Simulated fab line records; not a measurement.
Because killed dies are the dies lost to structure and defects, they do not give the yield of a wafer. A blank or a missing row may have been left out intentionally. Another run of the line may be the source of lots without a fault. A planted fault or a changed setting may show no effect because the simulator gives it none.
A single fault, viewed from 2 desks :: flow sfq-line :: each desk holds nothing but its own numbers, with what lay behind them at the end

THE METROLOGY DESK
What the gauges read for every lot (on any tool): the sampled wafers with a number, averaged. The brackets show how far a lot's mean lies from the usual mean; more than 4 standard deviations puts the lot out of limits, marked OUT.
Columns: A = R5_MONX_RS at SFQ_R5_RS_MEAS_933, usual 7.04 ohm/sq; B = R5_MONX_THK at SFQ_R5_THK_MEAS_934, usual 40.7 nm
lot: L545
first seen here: day 47 20:55
A: 7.10
B: 40.5

lot: L546
first seen here: day 47 23:55
A: 7.05
B: 41.0

lot: L547
first seen here: day 48 02:53
A: 6.95
B: 41.5

lot: L548
first seen here: day 48 05:53
A: 7.12
B: 40.4

lot: L549
first seen here: day 48 23:53
A: 6.97
B: 41.1

lot: L550
first seen here: day 49 01:17
A: 6.93
B: 41.0

lot: L553
first seen here: day 49 19:20
A: 6.97
B: 40.9

lot: L554
first seen here: day 49 22:17
A: 7.01
B: 40.6

lot: L555
first seen here: day 50 08:56
A: 6.92
B: 41.3

lot: L556
first seen here: day 50 17:53
A: 7.09
B: 40.4

lot: L557
first seen here: day 51 08:55
A: 7.03
B: 40.9

lot: L560
first seen here: day 51 23:53
A: 7.09
B: 40.3

lot: L561
first seen here: day 52 02:56
A: 7.25
B: 39.5
This desk's verdict: no lot among the 13 shows anything out of limits.

DESK OF THE TOOL OWNER: pvd-sputter-05
The tool's own readings at SFQ_TRILAYER_R5_DEP_SPUTTER_133 (material MoNx, target thk 40 nm, time 66.7 s): means of the sampled wafers that have a number, for each lot that ran on this tool. The brackets show how far a lot's mean lies from the usual mean; more than 4 standard deviations puts the lot out of limits, marked OUT.
Columns: A = throttle-valve-pct at SFQ_TRILAYER_R5_DEP_SPUTTER_133, usual 30.0 %
lot: L545
first seen here: day 47 20:49
A: 31.0

lot: L548
first seen here: day 48 05:49
A: 31.0

lot: L550
first seen here: day 49 01:13
A: 29.7

lot: L553
first seen here: day 49 19:13
A: 29.3

lot: L554
first seen here: day 49 22:13
A: 29.7

lot: L556
first seen here: day 50 17:49
A: 29.6

lot: L557
first seen here: day 51 08:49
A: 29.7

lot: L561
first seen here: day 52 02:49
A: 29.5
This desk's verdict: no lot among the 8 shows anything out of limits.

BROUGHT TOGETHER
At the metrology desk, nothing out of limits was observed.
Nothing out of limits was seen by the tool owner's desk.

WHAT THE SIMULATOR HAD INSERTED
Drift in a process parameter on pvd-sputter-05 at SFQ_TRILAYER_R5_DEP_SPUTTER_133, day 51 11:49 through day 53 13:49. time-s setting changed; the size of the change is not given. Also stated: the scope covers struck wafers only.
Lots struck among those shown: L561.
